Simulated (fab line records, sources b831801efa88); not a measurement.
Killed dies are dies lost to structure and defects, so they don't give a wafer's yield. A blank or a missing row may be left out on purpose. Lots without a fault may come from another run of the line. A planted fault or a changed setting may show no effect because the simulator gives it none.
A struck lot beside a sound one | flow gf180mcu | 14 steps out of a route of 602
Sound: wafers L640.1, L640.2, L640.3. Struck: wafers L641.1, L641.4, L641.5. The cause comes at the end.
At each step with rows: each side's tool, then ch and its chambers, then its first start. Under that, the readings that differ: sound wafers | struck wafers | difference of the means | sigmas: that difference in standard deviations of wafers without a fault.
alike: readings whose means differ by less than 2 such deviations, and words and numbers that are the same on both sides. not compared: withheld readings, readings that some wafer has no value for, bounds like >300 that may hide the same value, and numbers for which the record gives no deviation and whose values overlap.
The two part at a step that has a row with sigmas, a row that says differs or no value, or rows on one side only. Numbers that don't overlap but have no deviation are shown without sigmas and don't part them. A reading that every wafer of one side lacks parts them only if that side has two wafers or more.

GF_MIM_THK_MEAS_06:
  sound on film_metro-04, day 26 13:19; struck on film_metro-04, day 26 16:41
  alike: MIM_CVD_05_THK
GF_MIM_SPUTTER_07: material TiN, target thk 60 nm, time 50 s.
  sound on pvd_sputter-04, day 26 13:23; struck on pvd_sputter-04, day 26 16:45
  alike: cathode_dc_power_W, throttle_valve_pct
GF_MIM_SPUTTER_08: material AlCu, target thk 200 nm, time 10.6 s.
  sound on pvd_sputter-04, day 26 13:25; struck on pvd_sputter-04, day 26 16:47
  alike: cathode_dc_power_W, throttle_valve_pct
GF_MIM_SPUTTER_09: material TiN, target thk 35 nm, time 29.2 s.
  sound on pvd_sputter-04, day 26 13:27; struck on pvd_sputter-04, day 26 16:49
  reading                | sound                | struck               | difference | sigmas
  cathode_dc_power_W (W) | 6501.3 6500.9 6499.4 | 6498.6 6497.4 6498.3 | -2.4       | -2
  alike: throttle_valve_pct
GF_MIM_RS_MEAS_10: measures by four-point-probe.
  sound on film_metro-04, day 26 13:29; struck on film_metro-02, day 26 17:00
  alike: MIM_ALCU_RS
GF_MIM_THK_MEAS_11: measures by xrf.
  sound on film_metro-04, day 26 13:36; struck on film_metro-02, day 26 17:07
  alike: MIM_ALCU_THK
then, 6 steps without rows for these wafers: GF_MIM_DEHYDRATE_12 (time 60 s); GF_MIM_HMDS_13 (prime time 60 s); GF_MIM_COAT_14 (resist thk 1000 nm); GF_MIM_SOFTBAKE_15 (time 60 s); GF_MIM_EXPOSE_16 (exposes mask FuseTop, target cd 2000 nm); GF_MIM_PEB_17.
GF_MIM_DEVELOP_18: develop time 60 s.
  sound on litho_track-04 ch 0, day 27 08:12; struck on litho_track-04, day 27 12:15
  no value came back on the struck wafers for chill_plate_temp_C (C), develop_time_s (s); on the sound wafers chill_plate_temp_C (C) reads 22.95 23.01 23.01
GF_MIM_METAL_ETCH_19: etches the open film in Cl2/BCl3, stops on Si3N4, target depth 324.5 nm, time 54.1 s.
  sound on rie_metal-04 ch 0,1, day 27 08:21; struck on rie_metal-04 ch 0,1, day 27 12:24
  alike: drypump_motor_current_A, oes_product_au, throttle_valve_pct
  not compared: rf_hours_counter_h

WHERE THEY PART
First at GF_MIM_SPUTTER_09; last, within this record, at GF_MIM_DEVELOP_18. Later steps at which nothing parts them and some readings are alike: GF_MIM_METAL_ETCH_19.

WHY: what the simulator had put in
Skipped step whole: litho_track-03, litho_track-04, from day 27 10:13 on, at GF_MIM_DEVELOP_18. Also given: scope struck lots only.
